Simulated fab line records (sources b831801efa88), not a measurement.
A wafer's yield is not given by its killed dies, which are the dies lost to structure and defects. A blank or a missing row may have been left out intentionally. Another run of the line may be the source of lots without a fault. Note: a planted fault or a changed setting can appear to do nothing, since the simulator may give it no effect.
Tool commonality check / flow gf180mcu / Sample size 13 lots and 39 wafers

WHY THIS WAS OPENED
Of 13 lots, 2 have the reading LVPWELL_RS flagged at GF_VT_IMPLANT_RS_MEAS_48. Wafers without a fault read 1195.9 ohm/sq, standard deviation 2.6.
Rule: a lot is flagged in two cases, either no wafer of it has a number, or all its wafers with numbers fall more than 4 standard deviations from that mean. As for the other lots, they are considered sound.

lot=L623; measured=day 8 05:10; on=filmMetro-02; LVPWELL_RS (ohm/sq), wafer by wafer=1198.0 1196.5 1195.9; flag=
lot=L624; measured=day 8 12:34; on=filmMetro-01; LVPWELL_RS (ohm/sq), wafer by wafer=1201.1 1195.9 1198.5; flag=
lot=L626; measured=day 9 00:31; on=filmMetro-02; LVPWELL_RS (ohm/sq), wafer by wafer=1194.6 1187.4 1192.7; flag=
lot=L627; measured=day 9 08:44; on=filmMetro-01; LVPWELL_RS (ohm/sq), wafer by wafer=1199.5 1196.7 1199.2; flag=
lot=L628; measured=day 9 18:57; on=filmMetro-01; LVPWELL_RS (ohm/sq), wafer by wafer=1193.7 1193.3 1191.7; flag=
lot=L629; measured=day 10 00:25; on=filmMetro-04; LVPWELL_RS (ohm/sq), wafer by wafer=1196.9 1193.0 1194.8; flag=
lot=L631; measured=day 10 11:51; on=filmMetro-04; LVPWELL_RS (ohm/sq), wafer by wafer=1194.1 1193.6 1194.3; flag=
lot=L632; measured=day 10 15:47; on=filmMetro-02; LVPWELL_RS (ohm/sq), wafer by wafer=1164.6 1165.4 1170.0; flag=FLAGGED
lot=L633; measured=day 11 01:38; on=filmMetro-02; LVPWELL_RS (ohm/sq), wafer by wafer=1170.7 1164.5 1165.5; flag=FLAGGED
lot=L639; measured=day 12 21:08; on=filmMetro-01; LVPWELL_RS (ohm/sq), wafer by wafer=1195.3 1191.6 1194.6; flag=
lot=L641; measured=day 13 07:13; on=filmMetro-02; LVPWELL_RS (ohm/sq), wafer by wafer=1196.9 1194.7 1193.1; flag=
lot=L642; measured=day 13 13:51; on=filmMetro-02; LVPWELL_RS (ohm/sq), wafer by wafer=1192.1 1194.5 1194.0; flag=
lot=L643; measured=day 13 20:35; on=filmMetro-02; LVPWELL_RS (ohm/sq), wafer by wafer=1196.0 1193.8 1195.4; flag=
The mean of the flagged lots' numbers is 1166.8 ohm/sq, -29.1 ohm/sq from the usual (-11 standard deviations).

EACH LOT AND THE TOOL IT RAN ON
The record holds 1 process step before the reading, out of a route of 602 steps. In each cell: the tool, then ch and the chambers that the sampled wafers went through, then the start.
lot=L623; flag=; GF_LVPWELL_IMPLANT_09=implanter-02 ch 0, day 4 07:32
lot=L624; flag=; GF_LVPWELL_IMPLANT_09=implanter-01 ch 0, day 4 15:08
lot=L626; flag=; GF_LVPWELL_IMPLANT_09=implanter-01 ch 0, day 5 00:19
lot=L627; flag=; GF_LVPWELL_IMPLANT_09=implanter-02 ch 0, day 5 07:48
lot=L628; flag=; GF_LVPWELL_IMPLANT_09=implanter-01 ch 0, day 5 15:59
lot=L629; flag=; GF_LVPWELL_IMPLANT_09=implanter-01 ch 0, day 5 20:51
lot=L631; flag=; GF_LVPWELL_IMPLANT_09=implanter-02 ch 0, day 6 05:45
lot=L632; flag=FLAGGED; GF_LVPWELL_IMPLANT_09=implanter-01 ch 0, day 6 09:57
lot=L633; flag=FLAGGED; GF_LVPWELL_IMPLANT_09=implanter-01 ch 0, day 6 18:39
lot=L639; flag=; GF_LVPWELL_IMPLANT_09=implanter-03 ch 0, day 8 05:15
lot=L641; flag=; GF_LVPWELL_IMPLANT_09=implanter-03 ch 0, day 8 13:21
lot=L642; flag=; GF_LVPWELL_IMPLANT_09=implanter-03 ch 0, day 8 20:56
lot=L643; flag=; GF_LVPWELL_IMPLANT_09=implanter-02 ch 0, day 9 01:42
What these steps do:
- GF_LVPWELL_IMPLANT_09
- GF_VT_IMPLANT_RS_MEAS_48: measures by four-point-probe.

FLAGGED AGAINST TOTAL, ONE TOOL AT A TIME (gauges that did the reading follow at the end)
step=GF_LVPWELL_IMPLANT_09; tool=implanter-01; lots run=6; flagged=2; share of the flagged lots=all; sound lots run after its first flagged lot=0
step=GF_LVPWELL_IMPLANT_09; tool=implanter-02; lots run=4; flagged=0; share of the flagged lots=none; sound lots run after its first flagged lot=-
step=GF_LVPWELL_IMPLANT_09; tool=implanter-03; lots run=3; flagged=0; share of the flagged lots=none; sound lots run after its first flagged lot=-
step=GF_VT_IMPLANT_RS_MEAS_48; tool=filmMetro-01; lots run=4; flagged=0; share of the flagged lots=none; sound lots run after its first flagged lot=-
step=GF_VT_IMPLANT_RS_MEAS_48; tool=filmMetro-02; lots run=7; flagged=2; share of the flagged lots=all; sound lots run after its first flagged lot=3 (L641,L642,L643)
step=GF_VT_IMPLANT_RS_MEAS_48; tool=filmMetro-04; lots run=2; flagged=0; share of the flagged lots=none; sound lots run after its first flagged lot=-

WHAT THE TABLE ALLOWS
In 2 table rows, all flagged lots were run: implanter-01 (GF_LVPWELL_IMPLANT_09), filmMetro-02 (GF_VT_IMPLANT_RS_MEAS_48).
- implanter-01 at GF_LVPWELL_IMPLANT_09: 2 of its 6 lots flagged. Its last sound lot is L629 (day 5 20:51), its first flagged lot L632 (day 6 09:57): a fault that began between those two fits. Its own readings lie more than 4 standard deviations out on every wafer of the flagged lots: doseIonsCm2, faradayCurrentUA.
- filmMetro-02 at GF_VT_IMPLANT_RS_MEAS_48: 2 of its 7 lots flagged. After the first flagged lot (L641, L642, L643), sound lots still ran on it; a lasting fault on the whole tool would not permit that.
Left over: one tool, implanter-01 at GF_LVPWELL_IMPLANT_09.

WHAT THE SIMULATOR HAD INSERTED
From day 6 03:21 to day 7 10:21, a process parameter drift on implanter-01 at GF_LVPWELL_IMPLANT_09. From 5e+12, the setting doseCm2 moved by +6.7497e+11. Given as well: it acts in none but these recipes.
Struck lots among those shown: L632, L633. The rule above reached the same finding.
